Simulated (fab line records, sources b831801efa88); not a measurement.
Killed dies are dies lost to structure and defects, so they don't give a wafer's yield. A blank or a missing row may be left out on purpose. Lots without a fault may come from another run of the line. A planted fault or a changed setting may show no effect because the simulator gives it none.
Which tool did it? | flow gf180mcu | 11 lots, 33 wafers sampled, at 1 step of a route of 602

WHAT THE GAUGES READ, wafer by wafer
GF_M2_THK_MEAS_06: measures by xrf.
lot  | measured     | on            | M2_ALCU_THK (nm)
L337 | day 18 11:58 | film_metro-03 | 434 432 436
L338 | day 18 23:32 | film_metro-02 | 434 432 436
L340 | day 19 21:22 | film_metro-02 | 436 436 436
L341 | day 19 23:32 | film_metro-04 | 442 442 442
L342 | day 20 10:44 | film_metro-03 | 441 436 439
L343 | day 20 21:55 | film_metro-03 | 440 438 439
L344 | day 21 05:21 | film_metro-03 | 441 444 445
L353 | day 24 04:50 | film_metro-04 | 436 439 438
L355 | day 25 02:34 | film_metro-02 | 433 428 432
L356 | day 25 05:46 | film_metro-03 | 433 433 433
L359 | day 26 04:42 | film_metro-03 | 440 444 438

WHICH TOOL RAN EACH LOT (tool, then ch and the chambers of the sampled wafers, then the start)
The record holds no process step before these readings.

THE ANSWER, worked out from the rows above alone
Rule: what is usual is taken from the lots themselves. Put in order of their means at a reading, lots are off if they are a third of the lots or fewer, leave a main group of 4 or more, and stand apart from it by a gap of 3 or more times the standard deviation of the main group's means; of several such gaps the widest counts. A main group whose means are all the same, to the digits that the tables above print for the reading, isn't used. A lot without any number at a reading at which 4 lots or more have one is off too. The other lots that the step has rows for count as sound.
No lot is off at any reading shown: from this, nothing can be told.

WHAT THE SIMULATOR HAD PUT IN
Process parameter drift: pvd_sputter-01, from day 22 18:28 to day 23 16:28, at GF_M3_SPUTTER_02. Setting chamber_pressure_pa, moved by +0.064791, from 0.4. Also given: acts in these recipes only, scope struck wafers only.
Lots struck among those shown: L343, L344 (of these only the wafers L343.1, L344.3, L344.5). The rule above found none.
